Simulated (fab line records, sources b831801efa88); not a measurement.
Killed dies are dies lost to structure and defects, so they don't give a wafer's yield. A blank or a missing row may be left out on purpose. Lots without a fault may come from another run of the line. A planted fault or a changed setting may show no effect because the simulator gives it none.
One fault seen from 2 desks | flow gf180mcu | each desk has only its own numbers; what lay behind them comes last

THE METROLOGY DESK
What the gauges read, lot by lot, whatever tool the lot ran on: means of the sampled wafers that have a number. A lot is out of limits, marked OUT, if its mean lies more than 4 standard deviations from the usual mean; the brackets give that distance.
Columns: A = CONTACT_CVD_00_THK at GF_CONTACT_THK_MEAS_01, usual 300 nm
lot  | first seen here | A
L411 | day 15 05:07    | 302
L412 | day 15 11:17    | 302
L413 | day 15 23:02    | 304
L415 | day 16 15:46    | 297
L417 | day 17 09:47    | 304
L418 | day 18 02:35    | 297
L419 | day 18 07:25    | 299
L420 | day 18 13:32    | 297
L429 | day 21 16:31    | 302
L430 | day 21 21:55    | 298
L431 | day 22 09:27    | 297
L432 | day 22 16:05    | 303
L433 | day 23 01:35    | 303
L434 | day 23 07:28    | 302
This desk's finding: nothing out of limits on any of the 14 lots.

THE TOOL OWNER'S DESK: wet_bench-02
The tool's own readings at GF_SALICIDE_WET_ETCH_01 (etches SiO2 in dHF, target depth 5 nm, time 100 s): means of the sampled wafers that have a number, for each lot that ran on this tool. A lot is out of limits, marked OUT, if its mean lies more than 4 standard deviations from the usual mean; the brackets give that distance.
Columns: A = temp_c at GF_SALICIDE_WET_ETCH_01, usual 25.02 C
lot  | first seen here | A
L412 | day 15 10:40    | 25.13
L413 | day 15 22:25    | 25.03
L417 | day 17 09:10    | 25.07
L418 | day 18 01:42    | 24.99
L419 | day 18 06:46    | 25.78 (+6.9) OUT
L420 | day 18 12:54    | 25.93 (+8.2) OUT
L433 | day 23 00:58    | 25.04
This desk's finding: out of limits on L419, L420; first on L419, day 18 06:46 (temp_c at GF_SALICIDE_WET_ETCH_01). In limits: L412, L413, L417, L418, L433.

PUT TOGETHER
The tool owner's desk could have raised an alarm at day 18 06:46, on L419, L420.
The metrology desk saw nothing out of limits.
The metrology desk has L419, L420 on record, within its limits.
Of the lots named, all ran GF_SALICIDE_WET_ETCH_01 on wet_bench-02.

WHAT THE SIMULATOR HAD PUT IN
Process parameter drift: wet_bench-02, from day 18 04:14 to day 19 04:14, at GF_SALICIDE_WET_ETCH_01. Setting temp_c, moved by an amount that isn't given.
Lots struck among those shown: L419, L420.
Hours from the fault's start to each desk's first reading out of limits: the tool owner's desk, 3.
